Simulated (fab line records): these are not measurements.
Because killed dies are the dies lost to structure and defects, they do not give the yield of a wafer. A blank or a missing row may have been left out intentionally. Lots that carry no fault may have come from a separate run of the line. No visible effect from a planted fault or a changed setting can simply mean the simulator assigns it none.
Which tool did it?    flow gf180mcu    14 lots with 42 wafers sampled at 4 steps, on a route of 602 steps

== WHAT THE GAUGES READ, wafer by wafer ==
GF_V3_THK_MEAS_01.
lot   measured      on            V3_CVD_00_THK (nm)
L352  day 21 03:16  filmMetro-02  592 595 598
L353  day 21 17:38  filmMetro-04  605 602 611
L356  day 22 21:14  filmMetro-01  600 613 601
L357  day 23 10:24  filmMetro-04  598 597 596
L358  day 23 21:05  filmMetro-01  608 595 596
L359  day 24 02:57  filmMetro-02  596 592 603
L360  day 24 04:29  filmMetro-01  596 596 596
L363  day 25 08:28  filmMetro-02  595 592 599
L364  day 25 14:47  filmMetro-02  602 592 607
L371  day 27 19:12  filmMetro-04  600 600 597
L372  day 27 21:32  filmMetro-02  594 603 595
L373  day 28 04:19  filmMetro-04  597 585 590
L374  day 28 12:50  filmMetro-04  599 601 608
L375  day 29 03:32  filmMetro-02  596 594 602

GF_M4_RS_MEAS_05: measures by four-point-probe.
lot   measured      on            M4_ALCU_RS (ohm/sq)
L352  day 22 04:55  filmMetro-02  0.0691 0.0698 0.0695
L353  day 22 19:37  filmMetro-03  0.0689 0.0686 0.0705
L356  day 23 22:31  filmMetro-01  0.0685 0.0691 0.0687
L357  day 24 10:58  filmMetro-01  0.0694 0.0690 0.0696
L358  day 24 21:38  filmMetro-02  0.0686 0.0690 0.0690
L359  day 25 02:58  filmMetro-02  0.0693 0.0696 0.0695
L360  day 25 04:04  filmMetro-02  0.0711 0.0699 0.0707
L363  day 26 08:23  filmMetro-02  0.0689 0.0694 0.0692
L364  day 26 13:25  filmMetro-03  0.0692 0.0687 0.0685
L371  day 28 17:32  filmMetro-02  0.0708 0.0710 0.0706
L372  day 28 19:14  filmMetro-03  0.0697 0.0697 0.0697
L373  day 29 02:16  filmMetro-01  0.0706 0.0699 0.0704
L374  day 29 10:37  filmMetro-01  0.0681 0.0689 0.0690
L375  day 30 01:13  filmMetro-02  0.0700 0.0699 0.0701

GF_V4_THK_MEAS_03.
lot   measured      on            V4_CVD_02_THK (nm)
L352  day 23 04:17  filmMetro-04  854 855 853
L353  day 23 19:20  filmMetro-01  863 861 872
L356  day 24 21:15  filmMetro-03  841 865 860
L357  day 25 10:01  filmMetro-04  864 852 855
L358  day 25 18:54  filmMetro-03  842 862 859
L359  day 26 00:31  filmMetro-03  845 850 863
L360  day 26 01:40  filmMetro-03  843 835 851
L363  day 27 04:57  filmMetro-03  843 834 849
L364  day 27 11:09  filmMetro-04  835 830 857
L371  day 29 13:02  filmMetro-03  844 863 845
L372  day 29 15:04  filmMetro-04  847 830 852
L373  day 29 21:54  filmMetro-03  857 848 848
L374  day 30 06:06  filmMetro-04  821 840 849
L375  day 30 20:25  filmMetro-01  823 837 836

== WHAT TOOL EACH LOT RAN ON (gives the tool, then ch and the chambers of the sampled wafers, and finally the start) ==
lot   GF_M4_SOFTBAKE_10
L352  lithoTrack-03 ch 0, day 22 16:28
L353  lithoTrack-03 ch 0, day 23 07:10
L356  lithoTrack-02 ch 0, day 24 09:39
L357  lithoTrack-04 ch 0, day 24 22:08
L358  lithoTrack-04 ch 0, day 25 08:08
L359  lithoTrack-03 ch 0, day 25 13:25
L360  lithoTrack-02 ch 0, day 25 14:48
L363  lithoTrack-04 ch 0, day 26 18:02
L364  lithoTrack-04 ch 0, day 26 23:32
L371  lithoTrack-03 ch 0, day 29 02:46
L372  lithoTrack-02 ch 0, day 29 04:33
L373  lithoTrack-03 ch 0, day 29 11:28
L374  lithoTrack-03 ch 0, day 29 19:47
L375  lithoTrack-03 ch 0, day 30 10:25
- GF_M4_SOFTBAKE_10: time 60 s.

== WHAT THE TOOLS THEMSELVES READ (means of the sampled wafers that have a number; where no wafer has one, the mark that the record gives instead) ==
GF_M4_SOFTBAKE_10.
lot   tool           chillPlateTempC (C)  heaterPowerTotalW (W)  runLengthS (s)
L352  lithoTrack-03  22.96                92.31                  89.08
L353  lithoTrack-03  22.91                92.27                  89.09
L356  lithoTrack-02  23.03                92.32                  89.43
L357  lithoTrack-04  23.10                92.36                  89.12
L358  lithoTrack-04  23.00                92.33                  88.87
L359  lithoTrack-03  22.91                92.28                  89.10
L360  lithoTrack-02  23.02                92.27                  89.49
L363  lithoTrack-04  22.92                94.29                  85.59
L364  lithoTrack-04  22.99                94.26                  85.62
L371  lithoTrack-03  22.95                92.28                  89.09
L372  lithoTrack-02  22.89                92.34                  89.46
L373  lithoTrack-03  22.83                92.26                  89.15
L374  lithoTrack-03  23.09                92.31                  89.11
L375  lithoTrack-03  23.02                92.33                  89.24

== THE ANSWER, worked out from the rows above alone ==
Rule: what is usual is taken from the lots themselves. The widest of any qualifying gaps counts: lots, ordered by their means at a reading, are off when they make up no more than a third of the lots, leave a main group of 4 or more, and stand apart from it by 3 or more times the standard deviation of that group's means. If all means in a main group match to the digits the tables above print for the reading, that group is not used. A lot without any number at a reading at which 4 lots or more have one is off too. Any other lot the step has rows for is counted as sound. After the gauges, taken in route order, come the tools' own readings; for these a lot's mean is taken, as printed above. At the first step where some lot is off, the reading lying furthest off is the one used; lots without a number count as furthest.
Off, at GF_M4_SOFTBAKE_10 on heaterPowerTotalW: L363, L364. Main group: mean 92.31 W, sd 0.031.
A tool fits if, at that step or a process step before it, it ran every lot that is off, and no sound lot after the first of them. One fits: GF_M4_SOFTBAKE_10 on lithoTrack-04. A fault onset in the window from L358 (day 25 08:08, its last sound lot) to L363 (day 26 18:02, its first lot off) fits.
The tool's own readings at GF_M4_SOFTBAKE_10 bear it out: on the lots that are off they differ by more than 5 times the standard deviation of the sound lots' means. heaterPowerTotalW reads 94.28 W there against 92.31 W on the sound lots; runLengthS reads 85.61 s there against 89.19 s on the sound lots.

== WHAT HAD BEEN PUT IN BY THE SIMULATOR ==
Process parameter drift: lithoTrack-04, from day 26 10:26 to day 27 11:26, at GF_M4_SOFTBAKE_10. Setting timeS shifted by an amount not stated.
Shown lots that were struck: L363, L364. The rule given above showed the same thing.
